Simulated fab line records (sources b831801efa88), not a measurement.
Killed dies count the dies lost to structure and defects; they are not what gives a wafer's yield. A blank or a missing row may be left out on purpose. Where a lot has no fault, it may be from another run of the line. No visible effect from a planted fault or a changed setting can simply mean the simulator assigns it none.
Matching of chambers | flow sky130 | SKY_CONTACT_ETCH_17 on rie diel-04 has 4 sister chambers
The step etches SiO2 in C4F8/O2/Ar, stops on Si3N4, target depth 340 nm. 7 wafers are shown with their chamber, then 7 later ones without.

== WAFERS WITH THEIR CHAMBER ==
wafer  | chamber | oes product au (a.u.)
L079.1 | 1       | 0.890
L084.6 | 2       | 0.893
L086.2 | 2       | 0.896
L086.5 | 0       | 0.886
L086.6 | 3       | 0.888
L087.2 | 3       | 0.884
L087.4 | 0       | 0.882

== WAFERS WITH NO CHAMBER GIVEN ==
wafer  | oes product au (a.u.)
L087.5 | 0.888
L089.1 | 0.894
L089.2 | 0.894
L089.6 | 0.891
L094.1 | 0.892
L094.5 | 0.887
L094.6 | 0.888

== WHICH CHAMBER EACH WENT THROUGH ==
wafer  | from the rows above               | in truth
L087.5 | can't be placed: 1 or 3 or 0 or 2 | 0
L089.1 | can't be placed: 2 or 1           | 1
L089.2 | can't be placed: 2 or 1           | 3
L089.6 | can't be placed: 1 or 2 or 3      | 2
L094.1 | can't be placed: 1 or 2 or 3      | 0
L094.5 | can't be placed: 3 or 0 or 1      | 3
L094.6 | can't be placed: 1 or 3 or 0 or 2 | 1
Placed correctly: 0 of 7. Not placeable from these rows: 7 (in 5, the candidates include the true chamber). 0 placed wrongly.
How it was worked out, from the rows above alone: a wafer's distance from a chamber is the root of the sum, over the readings, of the square of ((its reading less the chamber's mean) divided by the reading's scatter). The wafer belongs to the nearest chamber; if the next one is less than 2 further off, it can't be placed. A chamber's mean is the mean of its shown wafers. The scatter: the root of (the sum of the squares of (reading less its chamber's mean) over the shown wafers, divided by (wafers less chambers)).
